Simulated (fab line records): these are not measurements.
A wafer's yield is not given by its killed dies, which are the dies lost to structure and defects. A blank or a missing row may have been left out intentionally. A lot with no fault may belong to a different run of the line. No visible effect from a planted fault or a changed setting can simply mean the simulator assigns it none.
Chamber matching | flow sky130 | SKY_FIELD_ISO_CMP_27 on cmp-01: 4 sister chambers
The step polishes, stops on Si3N4, t overpolish 16 s, target thk 457.8 nm. 4 wafers are shown with their chamber, then 8 later ones without.

## WAFERS, EACH WITH ITS CHAMBER
wafer  | chamber | time-to-endpoint-s (s)
L997.4 | 1       | 103
L997.5 | 0       | 117
L998.5 | 2       | 114
L108.3 | 3       | 112

## WAFERS MISSING THEIR CHAMBER
wafer  | time-to-endpoint-s (s)
L108.4 | 112
L108.5 | 113
L109.1 | 116
L109.3 | 113
L109.6 | 107
L111.1 | 112
L111.4 | 110
L111.6 | 112

## WHICH CHAMBER EACH ONE RAN IN
wafer  | from the rows above          | in truth
L108.4 | can't be placed: 3 or 2      | 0
L108.5 | can't be placed: 2 or 3 or 0 | 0
L109.1 | can't be placed: 0 or 2 or 3 | 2
L109.3 | can't be placed: 2 or 3 or 0 | 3
L109.6 | can't be placed: 1 or 3 or 2 | 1
L111.1 | can't be placed: 3 or 2      | 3
L111.4 | can't be placed: 3 or 2      | 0
L111.6 | can't be placed: 3 or 2      | 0
0 of 8 placed correctly. Unplaceable from these rows: 8, with the true chamber sitting among the candidates in 5. Placed wrongly: 0.
How it was worked out, from the rows above alone: a wafer's distance from a chamber is the root of the sum, over the readings, of the square of ((its reading less the chamber's mean) divided by the reading's scatter). The wafer belongs to the nearest chamber; if the next one is less than 2 further off, it can't be placed. The mean given for a chamber averages the wafers shown for that chamber. The scatter (one wafer shown for each chamber): square how far every hidden wafer sits from the nearest shown wafer, average those squares and take the square root.
